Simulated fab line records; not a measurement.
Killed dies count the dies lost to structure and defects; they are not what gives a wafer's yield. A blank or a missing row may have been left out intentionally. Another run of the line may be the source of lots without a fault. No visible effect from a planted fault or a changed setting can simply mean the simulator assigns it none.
8D (eight disciplines) problem report, filled in by code + flow gf180mcu + the parts of the form that need people (team, actions taken, sign-off) are left out

== 1. THE ISSUE ==
At GF_M4_SPUTTER_04, cathode-dc-power-W averages 5105.3 W over 2 wafers from 2 lots, while fault-free wafers read 6500.0 W, standard deviation 1. So: -99 or more standard deviations from the usual mean.
The step: material TiN, target thk 50 nm, time 41.7 s.
First seen on wafer L943.6, day 27 20:52, on pvd-sputter-04. The record has a number at this step for 42 wafers belonging to 14 lots. Rule for "out", or "out of limits": more than 4 standard deviations from the usual mean. The rest of the wafers with a number are treated as sound.

== 2. WHAT THIS IS AND IS NOT ==
| question                    | is                 | is not                                                                                 |
|-----------------------------|--------------------|----------------------------------------------------------------------------------------|
| which readings at this step | cathode-dc-power-W | throttle-valve-pct                                                                     |
| which lots                  | L943, L945         | L928, L930, L931, L932, L933, L934, L936, L938, L940, L948, L949, L950                 |
| which wafers of those lots  | L943.6, L945.3     | L943.4, L943.5, L945.4, L945.5                                                         |
| read on which tools         | pvd-sputter-04     | pvd-sputter-01, pvd-sputter-03                                                         |
| when                        | from day 27 20:52  | up to then (29 sound wafers); but 11 sound wafers of L945, L948, L949, L950 came after |

== 3. THE SUSPECTS, EACH WITH WHAT RULES IT OUT ==
Counting: a tool at a process step up to the reading stays a suspect if it ran every lot that is out. Sound lots after the first of them don't rule it out here, since some wafers of a struck lot are sound.
- pvd-sputter-04 at GF_M4_SPUTTER_03 (material Ti, target thk 10 nm, time 6.7 s): kept. It ran every lot that is out, first L943 (day 27 20:51); its last sound lot up to then is L936 (day 26 00:07).
- pvd-sputter-04 at GF_M4_SPUTTER_04 (material TiN, target thk 50 nm, time 41.7 s): kept. It ran every lot that is out, first L943 (day 27 20:52); its last sound lot up to then is L936 (day 26 00:08). Its own readings are out on those wafers: cathode-dc-power-W.
Left after counting: pvd-sputter-04 at GF_M4_SPUTTER_03, pvd-sputter-04 at GF_M4_SPUTTER_04.

== 4. THE CAUSE (what the simulator had put in) ==
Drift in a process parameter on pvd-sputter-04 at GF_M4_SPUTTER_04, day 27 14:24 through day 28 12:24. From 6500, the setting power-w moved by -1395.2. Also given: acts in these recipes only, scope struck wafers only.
2 suspects survive the count, and this tool is in that group.

== 5. SEQUENCE OF EFFECTS, ordered by route ==
Rows list readings where the struck wafers' mean (over those with a number) sits beyond 3 standard deviations from the usual. Readings are gone through only where the record gives a usual standard deviation; hours: the median, over the lots, of the time from a lot's start at the first step in this table giving one to that lot's start at this step; sigmas: the change measured in usual standard deviations.
| hours | step             | reading            | usual    | on struck wafers | change  | sigmas      |
|-------|------------------|--------------------|----------|------------------|---------|-------------|
| 0     | GF_M4_SPUTTER_04 | cathode-dc-power-W | 6500.0 W | 5105.3           | -1394.7 | -99 or more |
Here are the process steps it includes:
- GF_M4_SPUTTER_04: material TiN, target thk 50 nm, time 41.7 s.
Later steps that measure or inspect, where all struck wafers having a row at the step show a number for every such reading and not one has moved that far: GF_M4_CD_MEAS_14.

== 6. HOW IT WOULD HAVE BEEN CAUGHT EARLIER ==
The fault began at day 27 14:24; the first out-of-limits reading in this record came at day 27 20:52, 6 hours later.
